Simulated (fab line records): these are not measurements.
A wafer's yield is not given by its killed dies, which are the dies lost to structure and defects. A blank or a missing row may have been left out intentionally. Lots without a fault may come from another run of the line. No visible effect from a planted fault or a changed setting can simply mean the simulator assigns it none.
Which tool was responsible? || flow sky130 || Sampling: 14 lots, 42 wafers, 5 of 708 route steps

== WHAT THE GAUGES SHOWED, per wafer ==
SKY_LDD_HVN_OVL_MEAS_07.
{"lot": "L821", "measured": "day 20 15:31", "on": "overlay-02", "LDD_HVN_OVL (nm)": "0.1 -0.2 0.3"}
{"lot": "L823", "measured": "day 21 07:58", "on": "overlay-01", "LDD_HVN_OVL (nm)": "-3.0 -2.0 -1.6"}
{"lot": "L822", "measured": "day 21 08:16", "on": "overlay-02", "LDD_HVN_OVL (nm)": "0.7 -3.8 -2.2"}
{"lot": "L824", "measured": "day 21 14:43", "on": "overlay-01", "LDD_HVN_OVL (nm)": "-0.3 -0.1 0.9"}
{"lot": "L825", "measured": "day 21 18:43", "on": "overlay-02", "LDD_HVN_OVL (nm)": "0.3 0.4 0.0"}
{"lot": "L826", "measured": "day 22 18:22", "on": "overlay-01", "LDD_HVN_OVL (nm)": "-0.8 0.5 -0.8"}
{"lot": "L827", "measured": "day 23 01:31", "on": "overlay-02", "LDD_HVN_OVL (nm)": "-0.6 0.6 -1.1"}
{"lot": "L833", "measured": "day 25 08:43", "on": "overlay-01", "LDD_HVN_OVL (nm)": "1.1 1.0 0.0"}
{"lot": "L834", "measured": "day 25 10:16", "on": "overlay-02", "LDD_HVN_OVL (nm)": "0.8 0.0 0.0"}
{"lot": "L835", "measured": "day 25 18:10", "on": "overlay-02", "LDD_HVN_OVL (nm)": "-0.8 -1.3 -1.1"}
{"lot": "L836", "measured": "day 26 02:49", "on": "overlay-02", "LDD_HVN_OVL (nm)": "-1.3 -1.1 -2.3"}
{"lot": "L837", "measured": "day 26 04:58", "on": "overlay-02", "LDD_HVN_OVL (nm)": "0.5 0.1 1.2"}
{"lot": "L841", "measured": "day 27 17:01", "on": "overlay-01", "LDD_HVN_OVL (nm)": "-1.9 -0.9 -0.5"}
{"lot": "L842", "measured": "day 28 04:43", "on": "overlay-02", "LDD_HVN_OVL (nm)": "-1.4 -0.7 -0.6"}

SKY_LDD_HVP_OVL_MEAS_07.
{"lot": "L821", "measured": "day 21 22:44", "on": "overlay-01", "LDD_HVP_OVL (nm)": "-2.1 0.3 -1.1"}
{"lot": "L823", "measured": "day 22 14:32", "on": "overlay-02", "LDD_HVP_OVL (nm)": "2.7 0.8 0.8"}
{"lot": "L822", "measured": "day 22 15:20", "on": "overlay-01", "LDD_HVP_OVL (nm)": "1.0 -0.4 -2.3"}
{"lot": "L824", "measured": "day 22 20:52", "on": "overlay-01", "LDD_HVP_OVL (nm)": "0.3 -3.1 -0.7"}
{"lot": "L825", "measured": "day 23 01:37", "on": "overlay-01", "LDD_HVP_OVL (nm)": "-0.2 1.9 0.7"}
{"lot": "L826", "measured": "day 24 00:59", "on": "overlay-01", "LDD_HVP_OVL (nm)": "0.6 4.1 1.6"}
{"lot": "L827", "measured": "day 24 07:08", "on": "overlay-02", "LDD_HVP_OVL (nm)": "-1.7 -3.7 -0.3"}
{"lot": "L833", "measured": "day 26 14:58", "on": "overlay-02", "LDD_HVP_OVL (nm)": "1.7 2.1 0.5"}
{"lot": "L834", "measured": "day 26 15:56", "on": "overlay-02", "LDD_HVP_OVL (nm)": "0.9 -2.8 -0.6"}
{"lot": "L835", "measured": "day 26 22:49", "on": "overlay-02", "LDD_HVP_OVL (nm)": "0.7 1.6 3.2"}
{"lot": "L836", "measured": "day 27 08:20", "on": "overlay-01", "LDD_HVP_OVL (nm)": "0.3 2.0 2.2"}
{"lot": "L837", "measured": "day 27 10:51", "on": "overlay-01", "LDD_HVP_OVL (nm)": "4.9 1.8 4.2"}
{"lot": "L841", "measured": "day 28 21:08", "on": "overlay-02", "LDD_HVP_OVL (nm)": "0.4 -0.3 -0.9"}
{"lot": "L842", "measured": "day 29 08:01", "on": "overlay-02", "LDD_HVP_OVL (nm)": "-0.5 -0.7 -1.2"}

SKY_LDD_HVP_TW_MEAS_10.
{"lot": "L821", "measured": "day 21 23:01", "on": "film metro-02", "LDD_HVP_TW": "455 454 455"}
{"lot": "L823", "measured": "day 22 14:49", "on": "film metro-02", "LDD_HVP_TW": "453 451 452"}
{"lot": "L822", "measured": "day 22 15:37", "on": "film metro-01", "LDD_HVP_TW": "464 462 465"}
{"lot": "L824", "measured": "day 22 21:09", "on": "film metro-04", "LDD_HVP_TW": "455 457 453"}
{"lot": "L825", "measured": "day 23 01:54", "on": "film metro-04", "LDD_HVP_TW": "452 451 451"}
{"lot": "L826", "measured": "day 24 01:16", "on": "film metro-01", "LDD_HVP_TW": "462 462 461"}
{"lot": "L827", "measured": "day 24 07:25", "on": "film metro-01", "LDD_HVP_TW": "463 462 463"}
{"lot": "L833", "measured": "day 26 15:14", "on": "film metro-02", "LDD_HVP_TW": "451 452 455"}
{"lot": "L834", "measured": "day 26 16:14", "on": "film metro-01", "LDD_HVP_TW": "461 463 461"}
{"lot": "L835", "measured": "day 26 23:05", "on": "film metro-01", "LDD_HVP_TW": "462 460 462"}
{"lot": "L836", "measured": "day 27 08:37", "on": "film metro-02", "LDD_HVP_TW": "455 454 454"}
{"lot": "L837", "measured": "day 27 11:08", "on": "film metro-01", "LDD_HVP_TW": "461 463 464"}
{"lot": "L841", "measured": "day 28 21:26", "on": "film metro-01", "LDD_HVP_TW": "463 461 464"}
{"lot": "L842", "measured": "day 29 08:17", "on": "film metro-01", "LDD_HVP_TW": "462 460 462"}

SKY_LDD_LDN_OVL_MEAS_07.
{"lot": "L821", "measured": "day 23 04:41", "on": "overlay-02", "LDD_LDN_OVL (nm)": "-2.5 -2.9 -2.3"}
{"lot": "L823", "measured": "day 23 20:26", "on": "overlay-02", "LDD_LDN_OVL (nm)": "-1.8 -1.7 -2.5"}
{"lot": "L822", "measured": "day 23 21:40", "on": "overlay-02", "LDD_LDN_OVL (nm)": "-1.4 0.3 -1.0"}
{"lot": "L824", "measured": "day 24 02:56", "on": "overlay-02", "LDD_LDN_OVL (nm)": "-1.9 -2.4 -0.3"}
{"lot": "L825", "measured": "day 24 07:52", "on": "overlay-02", "LDD_LDN_OVL (nm)": "-2.4 -1.8 -1.8"}
{"lot": "L826", "measured": "day 25 04:32", "on": "overlay-02", "LDD_LDN_OVL (nm)": "-2.4 -1.5 0.9"}
{"lot": "L827", "measured": "day 25 10:26", "on": "overlay-01", "LDD_LDN_OVL (nm)": "-0.5 -0.9 -3.7"}
{"lot": "L833", "measured": "day 27 20:01", "on": "overlay-02", "LDD_LDN_OVL (nm)": "-2.2 -0.4 -3.0"}
{"lot": "L834", "measured": "day 27 21:14", "on": "overlay-02", "LDD_LDN_OVL (nm)": "-2.1 -1.1 -0.5"}
{"lot": "L835", "measured": "day 28 02:43", "on": "overlay-02", "LDD_LDN_OVL (nm)": "191.8 191.0 191.5"}
{"lot": "L836", "measured": "day 28 12:14", "on": "overlay-02", "LDD_LDN_OVL (nm)": "194.2 192.2 189.2"}
{"lot": "L837", "measured": "day 28 15:49", "on": "overlay-01", "LDD_LDN_OVL (nm)": "-2.9 -4.2 -2.8"}
{"lot": "L841", "measured": "day 30 01:25", "on": "overlay-01", "LDD_LDN_OVL (nm)": "-2.5 -2.5 -2.6"}
{"lot": "L842", "measured": "day 30 10:53", "on": "overlay-02", "LDD_LDN_OVL (nm)": "-4.0 -2.5 -1.7"}

== EACH LOT AND THE TOOL THAT RAN IT (in order: tool; ch and the chambers of the sampled wafers; start) ==
{"lot": "L821", "SKY_LDD_LDN_EXPOSE_04": "iline stepper-01 ch 0, day 22 14:07"}
{"lot": "L823", "SKY_LDD_LDN_EXPOSE_04": "iline stepper-01 ch 0, day 23 05:34"}
{"lot": "L822", "SKY_LDD_LDN_EXPOSE_04": "iline stepper-01 ch 0, day 23 06:42"}
{"lot": "L824", "SKY_LDD_LDN_EXPOSE_04": "iline stepper-02 ch 0, day 23 11:57"}
{"lot": "L825", "SKY_LDD_LDN_EXPOSE_04": "iline stepper-02 ch 0, day 23 17:06"}
{"lot": "L826", "SKY_LDD_LDN_EXPOSE_04": "iline stepper-02 ch 0, day 24 14:58"}
{"lot": "L827", "SKY_LDD_LDN_EXPOSE_04": "iline stepper-02 ch 0, day 24 21:14"}
{"lot": "L833", "SKY_LDD_LDN_EXPOSE_04": "iline stepper-02 ch 0, day 27 05:50"}
{"lot": "L834", "SKY_LDD_LDN_EXPOSE_04": "iline stepper-01 ch 0, day 27 07:44"}
{"lot": "L835", "SKY_LDD_LDN_EXPOSE_04": "iline stepper-01 ch 0, day 27 13:04"}
{"lot": "L836", "SKY_LDD_LDN_EXPOSE_04": "iline stepper-01 ch 0, day 27 22:31"}
{"lot": "L837", "SKY_LDD_LDN_EXPOSE_04": "iline stepper-02 ch 0, day 28 01:58"}
{"lot": "L841", "SKY_LDD_LDN_EXPOSE_04": "iline stepper-02 ch 0, day 29 11:39"}
{"lot": "L842", "SKY_LDD_LDN_EXPOSE_04": "iline stepper-02 ch 0, day 29 21:29"}
- SKY_LDD_LDN_EXPOSE_04: exposes mask LDNTM, target cd 700 nm.

== WHAT THE TOOLS THEMSELVES READ (means of the sampled wafers that have a number; where no wafer has one, the mark that the record gives instead) ==
The record holds no such reading with a usual standard deviation.

== THE ANSWER, worked out from the rows above alone ==
Rule: the lots themselves supply what counts as usual. Put in order of their means at a reading, lots are off if they are a third of the lots or fewer, leave a main group of 4 or more, and stand apart from it by a gap of 3 or more times the standard deviation of the main group's means; of several such gaps the widest counts. If all means in a main group match to the digits the tables above print for the reading, that group is not used. Also off: a lot with no number at a reading for which 4 or more lots have one. All remaining lots with rows at the step are treated as sound. After the gauges, taken in route order, come the tools' own readings; for these a lot's mean is taken, as printed above. The first step at which some lot is off is used, and at that step the reading that is off furthest; a lot without a number counts as furthest.
Off: at SKY_LDD_LDN_OVL_MEAS_07 (LDD_LDN_OVL), L835, L836. The main group has a mean of -1.9 nm with a standard deviation of 0.73.
A tool fits if, at a process step before that reading, it ran every lot that is off, and no sound lot after the first of them. The gauges at SKY_LDD_LDN_OVL_MEAS_07 are tried like those tools. One fits: iline stepper-01 at SKY_LDD_LDN_EXPOSE_04. Its last sound lot is L834 (day 27 07:44), its first lot that is off L835 (day 27 13:04): a fault that began between those two fits.

== WHAT THE SIMULATOR HAD PUT IN ==
Scanner matching overlay: iline stepper-01, from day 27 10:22 on, at SKY_LDD_LDN_EXPOSE_04. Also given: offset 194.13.
Shown lots that were struck: L835, L836. The rule above reached the same finding.
